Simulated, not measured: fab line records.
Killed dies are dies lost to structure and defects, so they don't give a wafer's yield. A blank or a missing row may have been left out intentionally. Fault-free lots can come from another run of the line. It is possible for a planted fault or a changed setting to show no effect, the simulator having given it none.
Shared-tool check	flow sky130	12 lots, 36 wafers sampled

REASON IT WAS OPENED
4 of 12 lots carry a flag on the reading SD_P_OVL at SKY_SD_P_OVL_MEAS_08. Fault-free wafers read 0.4 nm, with a standard deviation of 1.1.
Rule: flag the lot when none of its wafers has a number, or when each of its wafers that has one lies beyond 4 standard deviations from that mean. The rest of the lots are taken to be sound.

lot	measured	on	SD_P_OVL (nm), wafer by wafer	flag
L107	day 26 07:01	overlay-02	-0.2 -0.2 -0.6	
L109	day 27 21:41	overlay-02	1.0 0.4 2.0	
L110	day 27 22:26	overlay-02	-0.7 0.0 -0.8	
L111	day 28 01:23	overlay-02	-0.1 -1.3 -0.9	
L113	day 28 08:39	overlay-02	1.2 -0.7 -0.5	
L115	day 29 03:14	overlay-01	1.3 0.8 0.8	
L118	day 30 06:34	overlay-02	-97.9 -96.0 -97.6	FLAGGED
L119	day 30 09:02	overlay-01	-96.9 -96.7 -95.8	FLAGGED
L121	day 31 00:50	overlay-02	-98.0 -95.8 -96.0	FLAGGED
L122	day 31 04:07	overlay-02	-95.2 -96.5 -94.8	FLAGGED
L127	day 32 19:05	overlay-01	-0.1 -1.1 -1.0	
L128	day 33 03:59	overlay-01	1.3 -0.5 2.4	
Average over the flagged lots: -96.4 nm; offset from the usual -96.8 nm, equal to -88 standard deviations.

LOT BY LOT: THE TOOL USED
The record keeps 1 process step preceding the reading, out of 708 steps on the route. Read each cell as the tool, then ch plus the chambers that the sampled wafers visited, then the start.
lot	flag	SKY_SD_P_EXPOSE_04
L107		iline stepper-01 ch 0, day 25 16:12
L109		iline stepper-01 ch 0, day 27 07:44
L110		iline stepper-01 ch 0, day 27 08:46
L111		iline stepper-02 ch 0, day 27 12:06
L113		iline stepper-02 ch 0, day 27 18:56
L115		iline stepper-02 ch 0, day 28 13:39
L118	FLAGGED	iline stepper-02 ch 0, day 29 17:00
L119	FLAGGED	iline stepper-02 ch 0, day 29 19:39
L121	FLAGGED	iline stepper-02 ch 0, day 30 10:19
L122	FLAGGED	iline stepper-02 ch 0, day 30 13:10
L127		iline stepper-01 ch 0, day 32 05:26
L128		iline stepper-01 ch 0, day 32 15:27
What the steps here do:
- SKY_SD_P_EXPOSE_04: exposes mask PSDM, target cd 380 nm.
- SKY_SD_P_OVL_MEAS_08

FLAGGED AGAINST TOTAL, ONE TOOL AT A TIME (gauges that did the reading follow at the end)
step	tool	lots run	flagged	share of the flagged lots	sound lots run after its first flagged lot
SKY_SD_P_EXPOSE_04	iline stepper-01	5	0	none	-
SKY_SD_P_EXPOSE_04	iline stepper-02	7	4	all	0
SKY_SD_P_OVL_MEAS_08	overlay-01	4	1	some	2 (L127,L128)
SKY_SD_P_OVL_MEAS_08	overlay-02	8	3	some	0

WHAT IS ALLOWED BY THE TABLE
In the table, 1 row covers all flagged lots: iline stepper-02 at SKY_SD_P_EXPOSE_04.
- iline stepper-02 at SKY_SD_P_EXPOSE_04 ran 7 lots, 4 of them flagged. It ran its last sound lot, L115, at day 28 13:39 and its first flagged lot, L118, at day 29 17:00: a fault with its onset between the two fits.
Left over: one tool, iline stepper-02 at SKY_SD_P_EXPOSE_04.

WHAT THE SIMULATOR PUT IN
Scanner matching overlay: iline stepper-02, from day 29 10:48 on, at SKY_SD_P_EXPOSE_04. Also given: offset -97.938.
Lots struck among those shown: L118, L119, L121, L122. This agrees with what the rule above found.
